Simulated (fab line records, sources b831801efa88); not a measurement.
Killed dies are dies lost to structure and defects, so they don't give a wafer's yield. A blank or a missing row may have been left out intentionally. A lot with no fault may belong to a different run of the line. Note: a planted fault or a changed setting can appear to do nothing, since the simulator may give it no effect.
Matching of chambers | flow gf180mcu | 4 sister chambers for GF_V3_CMP_04 on cmp-02
The step polishes SiO2. 20 wafers are shown with their chamber, then 10 later ones without.

== EACH WAFER AND ITS CHAMBER ==
wafer  | chamber | motor_current_A (A) | time_to_endpoint_s (s)
L662.1 | 2       | 10.8                | 74
L662.2 | 1       | 11.9                | 79
L662.4 | 3       | 10.7                | 82
L670.2 | 3       | 11.4                | 83
L670.3 | 2       | 10.6                | 85
L670.4 | 0       | 12.4                | 80
L671.1 | 1       | 12.6                | 84
L671.2 | 2       | 10.9                | 82
L671.3 | 3       | 11.7                | 80
L672.2 | 2       | 10.8                | 87
L672.5 | 1       | 11.8                | 90
L672.6 | 0       | 12.9                | 61
L675.2 | 2       | 10.7                | 85
L675.3 | 3       | 11.3                | 55
L675.5 | 2       | 11.4                | 87
L676.2 | 3       | 11.3                | 83
L676.3 | 1       | 11.7                | 83
L676.5 | 1       | 12.1                | 83
L679.1 | 1       | 12.5                | 77
L679.3 | 2       | 10.4                | 90

SIGNATURES (means of the wafers above)
reading            | chamber 0 | chamber 1 | chamber 2 | chamber 3 | scatter within a chamber
motor_current_A    | 12.650    | 12.100    | 10.800    | 11.280    | 0.348
time_to_endpoint_s | 70.50     | 82.67     | 84.29     | 76.60     | 8.03
Rule: a wafer lies at a distance from a chamber equal to the root of the sum of squares, over the readings, of (its reading less the chamber's mean, divided by the reading's scatter). If the next closest chamber is less than 2 further off than the closest, the wafer can't be placed; otherwise it belongs to the closest. The scatter: the root of (the sum of the squares of (reading less its chamber's mean) over the shown wafers, divided by (wafers less chambers)).

== WAFERS WITHOUT THEIR CHAMBER ==
wafer  | motor_current_A (A) | time_to_endpoint_s (s)
L679.4 | 13.1                | 81
L681.1 | 10.5                | 81
L681.4 | 11.7                | 85
L681.5 | 11.6                | 81
L683.1 | 13.0                | 77
L683.4 | 11.4                | 81
L683.5 | 11.7                | 90
L682.3 | 11.2                | 81
L682.4 | 12.3                | 86
L682.5 | 11.2                | 93

== WHICH CHAMBER EACH WENT THROUGH ==
wafer  | from the rows above          | in truth
L679.4 | can't be placed: 0 or 1      | 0
L681.1 | can't be placed: 2 or 3      | 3
L681.4 | can't be placed: 1 or 3 or 2 | 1
L681.5 | can't be placed: 3 or 1 or 2 | 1
L683.1 | can't be placed: 0 or 1      | 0
L683.4 | can't be placed: 3 or 2 or 1 | 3
L683.5 | can't be placed: 1 or 3 or 2 | 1
L682.3 | can't be placed: 3 or 2      | 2
L682.4 | can't be placed: 1 or 0      | 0
L682.5 | can't be placed: 2 or 3 or 1 | 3
Placed correctly: 0 of 10. Unplaceable from these rows: 10, with the true chamber sitting among the candidates in 10. Number placed wrongly: 0.
